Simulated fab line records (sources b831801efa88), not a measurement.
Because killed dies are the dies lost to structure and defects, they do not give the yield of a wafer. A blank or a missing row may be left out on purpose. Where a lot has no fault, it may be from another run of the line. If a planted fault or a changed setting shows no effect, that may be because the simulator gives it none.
fab line records	flow sky130
[record] lots = 24	wafers = 72	lastDay = 50
route steps=708 shown GATE_OXIDE@200 VIA2@528 METAL3@565 METAL5@667
lots untouched by any fault: they come from a run of this same line in which no faults occurred
startH: hours from the record's first day to the start of the lot's first wafer shown	waitH: how many hours have passed since the lot's step before this one	" as in the row above	L1.1+2: a single row standing in for several wafers	- no value, or no start given	* or withheld: withheld	< > ~ a bound
route shown NAME@n: names a module that has steps shown in the file, with the first one's number in the route	usual: mean and standard deviation over wafers with no fault	same: alike in all rows	chamber/n: place in a boat	sites: per-site readings	_std_site: standard deviation of those values	_edge_site: outer sites' mean less inner sites'	radiusMm: for every site, how far away it sits from the centre of the wafer	mask NAME#n: copy n	behind: the tool/chamber that last shaped the wafer	hold: the reason the lot was held/the length of the hold in hours/how it ended	device: the transistor (n, p or np) that didn't switch	end of line: the route-end tests of the same wafers	a step with no rows: only its recipe	killed: not the wafer's yield, but the dies lost to structure and defects at the first sort	map: a wafer's dies, x killed, . not, _ none there
set.NAME: setting as actually run; set.NAME@STEP: the setting as run at that earlier step	model.NAME: the simulator's own value behind a step, which no gauge read
steps of the route over a sample of lots; a table a step, a row a wafer
services: a tool's chamber out of use, with start hour (startH, from the record's first day; less than 0 if before it), hours out, and reason
[[steps]]
[step SKY_GATE_OXIDE_STRIP_13]
[recipe] chemistry = O2/N2	powerW = 1400	pressureMtorr = 1500	platenTempC = withheld	o2FlowSccm = 3000	n2FlowSccm = 300	overashFraction = 0.5
[usual] drypumpMotorCurrentA = 6.1/0.57	oesProductAu = 0.716/0.0049	stripTimeToEndpointS = 14.16/0.037
lot.wafer	tool	chamber	startH	waitH	drypumpMotorCurrentA	oesProductAu	rfHoursCounterH	stripTimeToEndpointS
L074.1	plasmaAsher-03	1	314.86	0.0	6.3	0.718	62	14.20
L074.3	"	0	"	"	6.6	0.718	-	14.18
L074.5	"	1	"	"	6.3	0.713	-	14.19
L075.1	plasmaAsher-01	0	316.16	0.0	5.0	0.720	63	14.14
L075.2	"	1	"	"	6.4	0.715	63	14.13
L075.5	"	0	"	"	5.0	0.721	-	14.14
L076.2	plasmaAsher-01	0	326.55	0.0	5.0	0.712	65	14.16
L076.4	"	0	"	"	5.0	0.719	-	14.15
L076.6	"	1	"	"	6.4	0.713	-	14.16
L077.4	plasmaAsher-03	0	328.89	0.0	6.6	0.714	-	14.19
L077.5	"	0	"	"	6.5	0.717	-	14.17
L077.6	"	1	"	"	6.3	0.709	-	14.17
L078.2	plasmaAsher-01	1	339.11	0.0	6.5	0.715	66	14.18
L078.3	"	0	"	"	5.0	0.714	-	14.12
L078.6	"	0	"	"	5.0	0.713	-	14.16
L079.1	plasmaAsher-03	0	349.16	0.0	6.6	0.707	66	14.14
L079.2	"	1	"	"	6.3	0.726	66	14.13
L079.6	"	1	"	"	6.4	0.725	-	14.16
L080.1	plasmaAsher-03	1	353.21	0.0	6.3	0.721	66	14.21
L080.5	"	1	"	"	6.3	0.716	-	14.24
L080.6	"	0	"	"	6.6	0.717	-	14.24
L081.1	plasmaAsher-02	1	373.77	0.0	6.0	0.710	51	14.17
L081.5	"	0	"	"	6.2	0.712	-	14.19
L081.6	"	1	"	"	6.0	0.714	-	14.15
L082.4	plasmaAsher-01	1	382.25	0.0	6.4	0.705	-	14.17
L082.5	"	1	"	"	6.4	0.716	-	14.17
L082.6	"	0	"	"	5.0	0.712	-	14.12
L083.1	plasmaAsher-02	1	385.96	0.0	6.0	0.719	53	14.13
L083.2	"	0	"	"	6.2	0.720	53	14.10
L083.3	"	1	"	"	6.0	0.717	-	14.15
L084.3	plasmaAsher-01	1	389.80	0.0	6.4	0.722	-	14.13
L084.4	"	0	"	"	5.0	0.709	-	14.10
L084.6	"	0	"	"	5.0	0.720	-	14.12
L085.3	plasmaAsher-03	1	394.84	0.0	6.3	0.711	-	14.20
L085.5	"	0	"	"	6.6	0.716	-	14.20
L085.6	"	1	"	"	6.3	0.714	-	14.19
L086.2	plasmaAsher-03	0	408.37	0.0	6.6	0.717	72	14.17
L086.5	"	1	"	"	6.3	0.716	-	14.18
L086.6	"	0	"	"	6.5	0.708	-	14.14
L087.2	plasmaAsher-01	0	419.40	0.0	4.9	0.716	74	14.18
L087.4	"	0	"	"	5.0	0.726	-	14.15
L087.6	"	0	"	"	5.0	0.721	-	14.20
L088.2	plasmaAsher-03	0	428.52	0.0	6.6	0.717	75	14.20
L088.4	"	0	"	"	6.6	0.717	-	14.15
L088.5	"	1	"	"	6.3	0.715	-	14.17
L089.1	plasmaAsher-03	1	428.76	0.0	6.3	0.724	75	14.18
L089.3	"	1	"	"	6.3	0.721	-	14.15
L089.5	"	0	"	"	6.6	0.714	-	14.13
L090.2	plasmaAsher-02	1	440.01	0.0	6.0	0.717	58	14.14
L090.5	"	0	"	"	6.2	0.712	-	14.19
L090.6	"	1	"	"	6.0	0.712	-	14.18
L091.3	plasmaAsher-02	1	448.99	0.0	6.0	0.711	-	14.13
L091.4	"	0	"	"	6.2	0.723	-	14.16
L091.6	"	0	"	"	6.1	0.717	-	14.16
L092.1	plasmaAsher-01	1	468.15	0.0	6.4	0.719	4	14.12
L092.2	"	0	"	"	5.0	0.709	4	14.17
L092.4	"	0	"	"	4.9	0.712	-	14.16
L093.2	plasmaAsher-02	1	469.36	0.0	6.0	0.713	61	14.12
L093.3	"	1	"	"	6.0	0.708	-	14.18
L093.4	"	0	"	"	6.2	0.709	-	14.12
L094.2	plasmaAsher-01	1	477.36	0.0	6.5	0.711	5	14.17
L094.3	"	1	"	"	6.5	0.722	-	14.14
L094.5	"	0	"	"	5.0	0.714	-	14.17
L095.1	plasmaAsher-01	1	483.01	0.0	6.4	0.710	5	14.06
L095.2	"	0	"	"	4.9	0.713	5	14.10
L095.6	"	0	"	"	5.0	0.728	-	14.08
L096.2	plasmaAsher-03	0	493.01	0.0	6.6	0.711	80	14.20
L096.5	"	0	"	"	6.6	0.713	-	14.23
L096.6	"	1	"	"	6.3	0.721	-	14.15
L097.1	plasmaAsher-03	0	504.31	0.0	6.6	0.712	81	14.23
L097.4	"	1	"	"	6.3	0.724	-	14.28
L097.5	"	0	"	"	6.6	0.712	-	14.23
[step SKY_VIA2_CVD_21]
[recipe] material = W	targetThkNm = 420	timeS = 126.4	tempC = 400	pressureTorr = 40
[usual] heaterPowerW = 827/42
lot.wafer	tool	chamber	startH	waitH	heaterPowerW
L074.1	cvdW-02	0	850.10	0.0	879
L074.3	"	0	"	"	891
L074.5	"	0	"	"	910
L075.1	cvdW-01	0	854.24	0.0	819
L075.2	"	1	"	"	823
L075.5	"	1	"	"	851
L077.4	cvdW-02	0	867.99	0.1	898
L077.5	"	0	"	"	891
L077.6	"	1	"	"	799
L076.2	cvdW-02	1	870.02	0.0	809
L076.4	"	0	"	"	897
L076.6	"	0	"	"	889
L078.2	cvdW-01	1	872.87	0.0	839
L078.3	"	0	"	"	814
L078.6	"	0	"	"	823
L079.1	cvdW-02	1	884.42	0.0	805
L079.2	"	0	"	"	879
L079.6	"	1	"	"	816
L080.1	cvdW-02	0	915.53	0.0	893
L080.5	"	0	"	"	865
L080.6	"	1	"	"	801
L082.4	cvdW-02	1	917.44	0.1	813
L082.5	"	1	"	"	814
L082.6	"	0	"	"	878
L081.1	cvdW-01	0	918.24	0.0	806
L081.5	"	0	"	"	800
L081.6	"	1	"	"	804
L083.1	cvdW-02	1	920.51	0.0	778
L083.2	"	0	"	"	901
L083.3	"	0	"	"	908
L084.3	cvdW-01	0	924.33	0.1	799
L084.4	"	1	"	"	795
L084.6	"	1	"	"	795
L085.3	cvdW-02	0	926.32	0.1	906
L085.5	"	0	"	"	910
L085.6	"	1	"	"	807
L086.2	cvdW-01	0	936.70	0.0	808
L086.5	"	1	"	"	797
L086.6	"	0	"	"	786
L087.2	cvdW-01	0	944.85	0.0	778
L087.4	"	1	"	"	804
L087.6	"	1	"	"	811
L088.2	cvdW-01	1	952.33	0.0	788
L088.4	"	0	"	"	771
L088.5	"	1	"	"	778
L089.1	cvdW-02	1	953.55	0.0	805
L089.3	"	1	"	"	798
L089.5	"	0	"	"	906
L090.2	cvdW-02	0	960.34	0.0	887
L090.5	"	0	"	"	897
L090.6	"	1	"	"	830
L091.3	cvdW-01	0	966.67	0.1	801
L091.4	"	1	"	"	801
L091.6	"	1	"	"	805
L092.1	cvdW-01	0	979.24	0.0	789
L092.2	"	1	"	"	817
L092.4	"	1	"	"	795
L093.2	cvdW-02	0	983.48	0.0	895
L093.3	"	1	"	"	805
L093.4	"	0	"	"	905
L094.2	cvdW-01	1	987.14	0.0	816
L094.3	"	1	"	"	820
L094.5	"	0	"	"	801
L095.1	cvdW-02	1	995.39	0.0	801
L095.2	"	0	"	"	904
L095.6	"	1	"	"	814
L096.2	cvdW-01	0	1000.52	0.0	793
L096.5	"	0	"	"	788
L096.6	"	1	"	"	806
L097.1	cvdW-01	0	1005.96	0.0	773
L097.4	"	0	"	"	789
L097.5	"	0	"	"	784
[step SKY_VIA2_THK_MEAS_23]
[recipe] thkMeasGauge = xrf	reads = W_of_VIA2_CVD_21
[usual] VIA2_W_THK = 420/5.3
lot.wafer	tool	chamber	startH	waitH	VIA2_W_THK[nm]
L074.1	filmMetro-03	-	850.48	0.1	420
L074.3	"	-	"	"	424
L074.5	"	-	"	"	418
L075.1	filmMetro-03	-	854.49	0.1	419
L075.2	"	-	"	"	425
L075.5	"	-	"	"	421
L077.4	filmMetro-03	-	868.23	0.1	417
L077.5	"	-	"	"	415
L077.6	"	-	"	"	419
L076.2	filmMetro-02	-	870.28	0.1	428
L076.4	"	-	"	"	426
L076.6	"	-	"	"	427
L078.2	filmMetro-02	-	873.13	0.1	425
L078.3	"	-	"	"	427
L078.6	"	-	"	"	418
L079.1	filmMetro-03	-	884.67	0.1	420
L079.2	"	-	"	"	416
L079.6	"	-	"	"	418
L080.1	filmMetro-02	-	915.78	0.1	426
L080.5	"	-	"	"	430
L080.6	"	-	"	"	421
L082.4	filmMetro-03	-	917.67	0.1	421
L082.5	"	-	"	"	420
L082.6	"	-	"	"	422
L081.1	filmMetro-01	-	918.49	0.1	427
L081.5	"	-	"	"	426
L081.6	"	-	"	"	416
L083.1	filmMetro-01	-	920.76	0.1	420
L083.2	"	-	"	"	430
L083.3	"	-	"	"	424
L084.3	filmMetro-03	-	924.56	0.1	414
L084.4	"	-	"	"	413
L084.6	"	-	"	"	415
L085.3	filmMetro-03	-	926.54	0.1	430
L085.5	"	-	"	"	424
L085.6	"	-	"	"	423
L086.2	filmMetro-01	-	936.96	0.1	417
L086.5	"	-	"	"	409
L086.6	"	-	"	"	419
L087.2	filmMetro-01	-	945.11	0.1	424
L087.4	"	-	"	"	415
L087.6	"	-	"	"	410
L088.2	filmMetro-02	-	952.59	0.1	428
L088.4	"	-	"	"	429
L088.5	"	-	"	"	424
L089.1	filmMetro-03	-	953.80	0.1	413
L089.3	"	-	"	"	418
L089.5	"	-	"	"	418
L090.2	filmMetro-02	-	960.60	0.1	423
L090.5	"	-	"	"	423
L090.6	"	-	"	"	422
L091.3	filmMetro-03	-	966.90	0.1	422
L091.4	"	-	"	"	419
L091.6	"	-	"	"	418
L092.1	filmMetro-01	-	979.49	0.1	423
L092.2	"	-	"	"	417
L092.4	"	-	"	"	416
L093.2	filmMetro-03	-	983.74	0.1	413
L093.3	"	-	"	"	413
L093.4	"	-	"	"	420
L094.2	filmMetro-02	-	987.45	0.1	413
L094.3	"	-	"	"	413
L094.5	"	-	"	"	418
L095.1	filmMetro-02	-	995.65	0.1	420
L095.2	"	-	"	"	420
L095.6	"	-	"	"	422
L096.2	filmMetro-01	-	1000.78	0.1	419
L096.5	"	-	"	"	422
L096.6	"	-	"	"	415
L097.1	filmMetro-01	-	1006.21	0.1	426
L097.4	"	-	"	"	416
L097.5	"	-	"	"	420
[step SKY_METAL3_DESCUM_15]
[recipe] chemistry = O2	sourcePowerW = 150	biasPowerW = 0	pressureMtorr = 10	tempC = 40	timeS = 8
[usual] drypumpMotorCurrentA = 6.0/0.54	oesProductAu = 1.000/0.0092	rfFwdPowerW = 146.9/0.67
[same] biasPowerW = 0
lot.wafer	tool	chamber	startH	waitH	drypumpMotorCurrentA	oesProductAu	rfFwdPowerW	rfHoursCounterH
L074.1	rieMetal-02	1	901.53	0.0	6.7	0.986	146.6	13
L074.3	"	0	"	"	6.2	0.996	146.9	-
L074.5	"	1	"	"	6.6	0.994	148.5	-
L075.1	rieMetal-04	0	906.58	0.0	5.6	1.017	146.5	7
L075.2	"	1	"	"	5.2	1.014	147.3	2
L075.5	"	0	"	"	5.6	1.001	146.1	-
L077.4	rieMetal-04	1	919.88	0.0	5.2	1.005	147.5	-
L077.5	"	0	"	"	5.6	1.014	146.9	-
L077.6	"	1	"	"	5.2	1.006	147.2	-
L076.2	rieMetal-04	0	922.42	0.0	5.6	1.003	146.8	7
L076.4	"	0	"	"	5.6	1.008	146.1	-
L076.6	"	0	"	"	5.5	1.013	147.0	-
L078.2	rieMetal-02	1	924.83	0.0	6.7	0.989	147.9	14
L078.3	"	0	"	"	6.2	1.003	146.3	-
L078.6	"	0	"	"	6.2	0.994	147.0	-
L079.1	rieMetal-02	0	936.62	0.0	6.2	1.004	146.7	6
L079.2	"	1	"	"	6.7	0.992	148.2	14
L079.6	"	1	"	"	6.6	0.981	148.1	-
L080.1	rieMetal-02	0	965.73	0.0	6.2	1.004	146.0	7
L080.5	"	1	"	"	6.7	0.995	147.3	-
L080.6	"	0	"	"	6.2	0.992	147.2	-
L082.4	rieMetal-01	1	967.04	0.0	6.4	1.002	147.8	-
L082.5	"	0	"	"	5.4	0.986	147.1	-
L082.6	"	1	"	"	6.4	1.021	147.8	-
L081.1	rieMetal-04	0	968.53	0.0	5.6	0.995	146.1	10
L081.5	"	1	"	"	5.2	1.002	147.6	-
L081.6	"	0	"	"	5.5	1.003	146.2	-
L083.1	rieMetal-01	1	971.00	0.0	6.4	1.020	146.9	12
L083.2	"	0	"	"	5.5	0.998	146.9	3
L083.3	"	1	"	"	6.4	1.019	147.4	-
L084.3	rieMetal-02	0	973.79	0.0	6.2	0.993	147.0	-
L084.4	"	1	"	"	6.7	0.997	147.0	-
L084.6	"	1	"	"	6.7	0.989	147.6	-
L085.3	rieMetal-01	0	976.34	0.0	5.5	1.002	146.4	-
L085.5	"	0	"	"	5.4	1.004	146.6	-
L085.6	"	1	"	"	6.4	1.017	146.6	-
L086.2	rieMetal-02	0	986.17	0.0	6.2	1.006	147.0	9
L086.5	"	0	"	"	6.2	0.993	146.7	-
L086.6	"	1	"	"	6.6	0.994	147.4	-
L087.2	rieMetal-01	1	995.92	0.0	6.4	1.015	146.7	14
L087.4	"	1	"	"	6.4	1.010	147.4	-
L087.6	"	0	"	"	5.4	1.001	146.1	-
L088.2	rieMetal-01	0	1001.63	0.0	5.5	1.007	147.2	4
L088.4	"	1	"	"	6.4	1.023	147.1	-
L088.5	"	0	"	"	5.5	1.010	146.6	-
L089.1	rieMetal-04	1	1002.63	0.0	5.2	0.991	147.8	6
L089.3	"	0	"	"	5.6	0.998	145.8	-
L089.5	"	0	"	"	5.6	1.007	146.0	-
L090.2	rieMetal-04	0	1008.68	0.0	5.6	0.997	146.0	12
L090.5	"	1	"	"	5.2	0.997	147.1	-
L090.6	"	0	"	"	5.6	0.994	146.2	-
L091.3	rieMetal-02	0	1014.91	0.0	6.2	0.989	146.2	-
L091.4	"	1	"	"	6.7	1.001	147.8	-
L091.6	"	1	"	"	6.7	0.995	147.9	-
L092.1	rieMetal-02	1	1026.48	0.0	6.7	1.004	148.3	20
L092.2	"	0	"	"	6.2	0.995	147.0	11
L092.4	"	1	"	"	6.6	1.006	147.9	-
L093.2	rieMetal-04	1	1030.47	0.0	5.2	0.995	147.3	8
L093.3	"	0	"	"	5.6	1.003	145.5	-
L093.4	"	1	"	"	5.2	1.005	146.9	-
L094.2	rieMetal-04	0	1034.28	0.0	5.6	0.997	145.7	13
L094.3	"	1	"	"	5.2	0.988	147.2	-
L094.5	"	0	"	"	5.6	1.006	145.9	-
L095.1	rieMetal-01	1	1042.83	0.0	6.4	1.019	147.1	17
L095.2	"	0	"	"	5.4	0.998	146.3	6
L095.6	"	1	"	"	6.4	0.999	147.6	-
L096.2	rieMetal-02	1	1047.78	0.0	6.7	0.992	147.5	21
L096.5	"	0	"	"	6.2	0.990	146.0	-
L096.6	"	1	"	"	6.7	0.986	147.4	-
L097.1	rieMetal-02	0	1052.28	0.0	6.2	0.987	146.6	13
L097.4	"	0	"	"	6.2	0.991	146.1	-
L097.5	"	1	"	"	6.6	0.997	147.2	-
[step SKY_METAL3_STRIP_19]
[recipe] chemistry = O2/N2	powerW = 1400	pressureMtorr = 1500	platenTempC = withheld	o2FlowSccm = 3000	n2FlowSccm = 300	overashFraction = 0.5
[usual] drypumpMotorCurrentA = 6.0/0.55	oesProductAu = 0.500/0.0053	stripTimeToEndpointS = 6.49/0.081
lot.wafer	tool	chamber	startH	waitH	drypumpMotorCurrentA	oesProductAu	rfHoursCounterH	stripTimeToEndpointS
L074.1	plasmaAsher-01	0	901.86	0.1	5.0	0.500	42	6.48
L074.3	"	0	"	"	5.0	0.504	-	6.52
L074.5	"	0	"	"	5.0	0.498	-	6.50
L075.1	plasmaAsher-02	0	906.91	0.1	6.2	0.511	107	6.59
L075.2	"	1	"	"	6.0	0.495	107	6.53
L075.5	"	0	"	"	6.2	0.495	-	6.47
L077.4	plasmaAsher-02	0	920.23	0.1	6.1	0.503	-	6.59
L077.5	"	0	"	"	6.1	0.504	-	6.43
L077.6	"	1	"	"	6.0	0.499	-	6.58
L076.2	plasmaAsher-03	0	922.75	0.1	6.6	0.496	19	6.48
L076.4	"	0	"	"	6.6	0.492	-	6.45
L076.6	"	0	"	"	6.6	0.500	-	6.53
L078.2	plasmaAsher-03	1	925.16	0.1	6.3	0.507	19	6.58
L078.3	"	1	"	"	6.3	0.503	-	6.46
L078.6	"	1	"	"	6.3	0.498	-	6.48
L079.1	plasmaAsher-03	1	936.95	0.1	6.3	0.500	20	6.56
L079.2	"	0	"	"	6.5	0.501	20	6.58
L079.6	"	1	"	"	6.3	0.499	-	6.51
L080.1	plasmaAsher-03	1	966.06	0.1	6.3	0.494	23	6.55
L080.5	"	0	"	"	6.6	0.508	-	6.56
L080.6	"	1	"	"	6.3	0.501	-	6.49
L082.4	plasmaAsher-01	1	967.39	0.1	6.5	0.496	-	6.39
L082.5	"	1	"	"	6.4	0.497	-	6.49
L082.6	"	0	"	"	5.0	0.503	-	6.53
L081.1	plasmaAsher-01	1	968.86	0.1	6.4	0.495	49	6.51
L081.5	"	0	"	"	5.0	0.492	-	6.30
L081.6	"	1	"	"	6.4	0.503	-	6.52
L083.1	plasmaAsher-02	0	971.33	0.1	6.2	0.498	113	6.47
L083.2	"	1	"	"	6.0	0.502	113	6.55
L083.3	"	0	"	"	6.2	0.505	-	6.48
L084.3	plasmaAsher-02	0	974.14	0.1	6.2	0.495	-	6.50
L084.4	"	1	"	"	6.0	0.487	-	6.36
L084.6	"	0	"	"	6.2	0.494	-	6.27
L085.3	plasmaAsher-03	0	976.69	0.1	6.6	0.505	-	6.54
L085.5	"	0	"	"	6.6	0.500	-	6.58
L085.6	"	1	"	"	6.3	0.499	-	6.55
L086.2	plasmaAsher-01	0	986.50	0.1	5.0	0.503	50	6.52
L086.5	"	0	"	"	5.0	0.500	-	6.57
L086.6	"	1	"	"	6.4	0.503	-	6.45
L087.2	plasmaAsher-02	1	996.25	0.1	6.0	0.498	116	6.48
L087.4	"	1	"	"	6.0	0.503	-	6.52
L087.6	"	0	"	"	6.1	0.497	-	6.45
L088.2	plasmaAsher-03	0	1001.96	0.1	6.6	0.503	26	6.59
L088.4	"	0	"	"	6.6	0.500	-	6.52
L088.5	"	0	"	"	6.6	0.511	-	6.55
L089.1	plasmaAsher-02	0	1002.96	0.1	6.2	0.503	117	6.54
L089.3	"	1	"	"	6.0	0.509	-	6.58
L089.5	"	0	"	"	6.2	0.497	-	6.38
L090.2	plasmaAsher-02	0	1009.01	0.1	6.2	0.498	117	6.51
L090.5	"	1	"	"	6.0	0.508	-	6.54
L090.6	"	0	"	"	6.2	0.511	-	6.59
L091.3	plasmaAsher-01	0	1015.26	0.1	5.0	0.495	-	6.45
L091.4	"	1	"	"	6.4	0.496	-	6.37
L091.6	"	1	"	"	6.4	0.496	-	6.33
L092.1	plasmaAsher-02	1	1026.81	0.1	6.0	0.502	119	6.54
L092.2	"	0	"	"	6.1	0.502	119	6.42
L092.4	"	0	"	"	6.2	0.507	-	6.57
L093.2	plasmaAsher-01	1	1030.98	0.2	6.4	0.497	55	6.40
L093.3	"	0	"	"	4.9	0.497	-	6.35
L093.4	"	1	"	"	6.4	0.490	-	6.43
L094.2	plasmaAsher-01	1	1034.61	0.1	6.4	0.506	55	6.58
L094.3	"	0	"	"	5.0	0.504	-	6.56
L094.5	"	1	"	"	6.4	0.500	-	6.46
L095.1	plasmaAsher-01	1	1043.16	0.1	6.4	0.510	56	6.53
L095.2	"	0	"	"	5.0	0.498	56	6.53
L095.6	"	0	"	"	5.0	0.500	-	6.54
L096.2	plasmaAsher-03	1	1048.11	0.1	6.3	0.509	31	6.57
L096.5	"	1	"	"	6.3	0.496	-	6.40
L096.6	"	0	"	"	6.5	0.504	-	6.56
L097.1	plasmaAsher-01	1	1052.61	0.1	6.5	0.496	57	6.36
L097.4	"	0	"	"	5.0	0.502	-	6.54
L097.5	"	0	"	"	5.0	0.494	-	6.33
[step SKY_METAL5_THK_MEAS_06]
[recipe] thkMeasGauge = xrf	reads = AlCu_of_METAL5_SPUTTER_02
[usual] METAL5_ALCU_THK = 1136/15
lot.wafer	tool	chamber	startH	waitH	METAL5_ALCU_THK[nm]
L074.1	filmMetro-03	-	1005.40	0.1	1135
L074.3	"	-	"	"	1141
L074.5	"	-	"	"	1148
L075.1	filmMetro-02	-	1010.89	0.1	1143
L075.2	"	-	"	"	1148
L075.5	"	-	"	"	1140
L077.4	filmMetro-02	-	1022.43	0.1	1142
L077.5	"	-	"	"	1151
L077.6	"	-	"	"	1150
L076.2	filmMetro-02	-	1023.52	0.1	1155
L076.4	"	-	"	"	1169
L076.6	"	-	"	"	1149
L078.2	filmMetro-02	-	1026.27	0.1	1165
L078.3	"	-	"	"	1169
L078.6	"	-	"	"	1169
L079.1	filmMetro-03	-	1038.20	0.1	1126
L079.2	"	-	"	"	1122
L079.6	"	-	"	"	1116
L082.4	filmMetro-04	-	1065.83	0.1	1125
L082.5	"	-	"	"	1121
L082.6	"	-	"	"	1130
L080.1	filmMetro-04	-	1066.45	0.1	1123
L080.5	"	-	"	"	1135
L080.6	"	-	"	"	1116
L081.1	filmMetro-03	-	1067.45	0.1	1151
L081.5	"	-	"	"	1129
L081.6	"	-	"	"	1140
L083.1	filmMetro-04	-	1070.35	0.1	1127
L083.2	"	-	"	"	1134
L083.3	"	-	"	"	1111
L084.3	filmMetro-04	-	1072.20	0.1	1133
L084.4	"	-	"	"	1127
L084.6	"	-	"	"	1130
L085.3	filmMetro-03	-	1074.00	0.1	1121
L085.5	"	-	"	"	1137
L085.6	"	-	"	"	1111
L086.2	filmMetro-02	-	1083.07	0.1	1142
L086.5	"	-	"	"	1146
L086.6	"	-	"	"	1146
L087.2	filmMetro-03	-	1091.55	0.1	1109
L087.4	"	-	"	"	1130
L087.6	"	-	"	"	1115
L088.2	filmMetro-02	-	1096.02	0.1	1154
L088.4	"	-	"	"	1146
L088.5	"	-	"	"	1147
L089.1	filmMetro-02	-	1097.16	0.1	1136
L089.3	"	-	"	"	1130
L089.5	"	-	"	"	1137
L090.2	filmMetro-04	-	1101.99	0.1	1124
L090.5	"	-	"	"	1134
L090.6	"	-	"	"	1141
L091.3	filmMetro-02	-	1105.66	0.1	1146
L091.4	"	-	"	"	1133
L091.6	"	-	"	"	1145
L092.1	filmMetro-04	-	1117.72	0.1	1129
L092.2	"	-	"	"	1128
L092.4	"	-	"	"	1137
L093.2	filmMetro-04	-	1121.31	0.1	1139
L093.3	"	-	"	"	1144
L093.4	"	-	"	"	1143
L094.2	filmMetro-03	-	1124.52	0.1	1119
L094.3	"	-	"	"	1136
L094.5	"	-	"	"	1135
L095.1	filmMetro-03	-	1133.20	0.1	1122
L095.2	"	-	"	"	1121
L095.6	"	-	"	"	1127
L096.2	filmMetro-04	-	1137.87	0.1	1099
L096.5	"	-	"	"	1123
L096.6	"	-	"	"	1102
L097.1	filmMetro-03	-	1141.87	0.1	1158
L097.4	"	-	"	"	1155
L097.5	"	-	"	"	1149
[[services]]
tool	chamber	startH	hours	kind
plasmaAsher-02	-	301.80	0.9	repair
plasmaAsher-02	-	307.46	35.1	pm
cvdW-01	-	319.21	0.7	repair
plasmaAsher-03	-	332.07	2.8	pm
cvdW-02	-	360.34	0.3	repair
cvdW-02	-	390.00	14.0	pm
plasmaAsher-01	-	421.25	9.0	pm
plasmaAsher-03	-	437.57	1.1	repair
plasmaAsher-03	-	442.62	6.7	repair
plasmaAsher-01	-	457.79	1.4	repair
plasmaAsher-03	-	466.06	1.7	repair
cvdW-02	0	486.72	7.7	repair
cvdW-01	1	489.44	16.4	repair
plasmaAsher-03	-	532.71	5.9	repair
cvdW-02	0	537.60	4.3	repair
plasmaAsher-01	-	594.41	9.1	repair
plasmaAsher-03	-	733.75	9.0	pm
plasmaAsher-01	-	760.83	9.1	repair
plasmaAsher-01	-	779.11	2.8	pm
plasmaAsher-01	-	849.71	28.1	pm
plasmaAsher-02	-	923.70	1.6	repair
plasmaAsher-02	-	923.72	0.9	repair
plasmaAsher-03	-	961.75	1.2	repair
plasmaAsher-01	-	990.56	1.6	repair
[[key]]
fault none
